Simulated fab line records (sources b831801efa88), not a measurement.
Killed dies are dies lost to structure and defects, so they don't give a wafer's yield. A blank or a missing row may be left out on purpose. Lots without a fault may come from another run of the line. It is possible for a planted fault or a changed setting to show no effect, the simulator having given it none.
Split-lot study ; flow gf180mcu ; on a route of 602 steps: 5 lots, 23 wafers read

SPLIT DETAILS
At GF_VT_IMPLANT_COAT_02 (resist thk 1000 nm), the setting spin_rpm was moved away from the recipe's 3000 rpm on 9 of the 23 wafers read, by -2.0% to +4.3%. All remaining wafers had this setting at the recipe value.

The reading comes from the split's own step.

THE READING
NOVOLAK_of_VT_IMPLANT_COAT_02.thk_nm (the simulator's own value, which no gauge read), in nm, at GF_VT_IMPLANT_COAT_02 (resist thk 1000 nm). No usual value for it is given in the file. Across the 14 wafers here that went through the recipe, the average is 1000.6 nm and the standard deviation 3 nm.

wafer;tool, chamber at the split;spin_rpm as run, rpm;against the recipe;NOVOLAK_of_VT_IMPLANT_COAT_02.thk_nm, nm;against lot-mates on the recipe
L074.1;litho_track-04, 0;3000;recipe;1003;-
L074.3;litho_track-04, 0;3000;recipe;1003;-
L074.2;litho_track-04, 0;2939;-2.0%;1013;+10.0
L074.5;litho_track-04, 0;2939;-2.0%;1013;+10.0
L074.6;litho_track-04, 0;2939;-2.0%;1017;+14.0
L075.2;litho_track-02, 0;3000;recipe;1000;-
L075.4;litho_track-02, 0;3000;recipe;1001;-
L075.5;litho_track-02, 0;3000;recipe;1002;-
L082.2;litho_track-02, 0;3092;+3.1%;985;-18.0
L082.3;litho_track-02, 0;3092;+3.1%;985.7;-17.3
L082.4;litho_track-02, 0;3000;recipe;1006;-
L082.5;litho_track-02, 0;3000;recipe;1000;-
L082.6;litho_track-02, 0;3092;+3.1%;986.6;-16.4
L083.1;litho_track-01, 0;3000;recipe;997.9;-
L083.3;litho_track-01, 0;3000;recipe;997.9;-
L083.2;litho_track-01, 0;3000;recipe;999.3;-
L083.4;litho_track-01, 0;3000;recipe;996.5;-
L083.5;litho_track-01, 0;3000;recipe;994.9;-
L085.1;litho_track-04, 0;3129;+4.3%;982;-21.5
L085.2;litho_track-04, 0;3000;recipe;1004;-
L085.3;litho_track-04, 0;3129;+4.3%;979.2;-24.3
L085.5;litho_track-04, 0;3000;recipe;1003;-
L085.6;litho_track-04, 0;3129;+4.3%;979.8;-23.7

FIT RESULTS
A straight line over all 23 wafers: NOVOLAK_of_VT_IMPLANT_COAT_02.thk_nm changes by -5.15 nm for each +1% of spin_rpm; r = -0.96; the points scatter about the line by 2.9 nm.
The same after taking each lot's own level away (the mean of its wafers on the recipe; 23 wafers): -5.48 nm for each +1%; r = -0.99; scatter 1.5 nm.
Per that fit: largest spin_rpm move, reading shift of 24 nm.
The lots' own levels span 997.30 to 1003.50 nm, that is 2.1 times the standard deviation above.
Consequently the slope shifts little with the lot-to-lot level, the two slopes agreeing.
Check: for one of the wafers moved furthest among these (+4.3%), held out of the fit, the line's prediction against its lot-mates is -24.1 nm. It came out at -21.5 nm against them.

FURTHER SPLITS ON THESE WAFERS
Before the reading, these wafers also passed through other splits. Each is held against what the fit with the lots' levels taken away leaves over:
other split on the same wafers;wafers away from the commonest value;r with NOVOLAK_of_VT_IMPLANT_COAT_02.thk_nm (lot level and that fit taken away)
GF_STI_CVD_03 temp_c;18;-0.11
GF_STI_SOFTBAKE_08 time_s;4;+0.12
GF_STI_WET_ETCH_17 time_s;18;-0.10
GF_STI_CVD_23 sih4_flow_sccm;11;-0.05
GF_STI_OXIDATION_29 ox_time_s;18;+0.01
GF_NWELL_COAT_02 resist_thk_nm;8;+0.06
GF_NWELL_IMPLANT_09 energy_kev;11;-0.08
GF_MVSD_IMPLANT_08 dose_cm2;7;+0.00
GF_MVPSD_COAT_02 spin_rpm;10;+0.11

THE WHOLE CHAIN: every reading that the file lists as answering this split, in the file's order
step;what it does;reading;change (the file's fit);r (the file's)
GF_VT_IMPLANT_COAT_02;resist thk 1000 nm;NOVOLAK_of_VT_IMPLANT_COAT_02.thk_nm (the simulator's own value, which no gauge read);-5.46 nm for each +1% of the setting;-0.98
GF_VT_IMPLANT_STRIP_09;strips in O2/N2;strip_time_to_endpoint_s;withheld for each +1% of the setting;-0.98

THE FILE'S OWN FIT
NOVOLAK_of_VT_IMPLANT_COAT_02.thk_nm changes by -5.46 nm for each +1% of spin_rpm, r = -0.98.
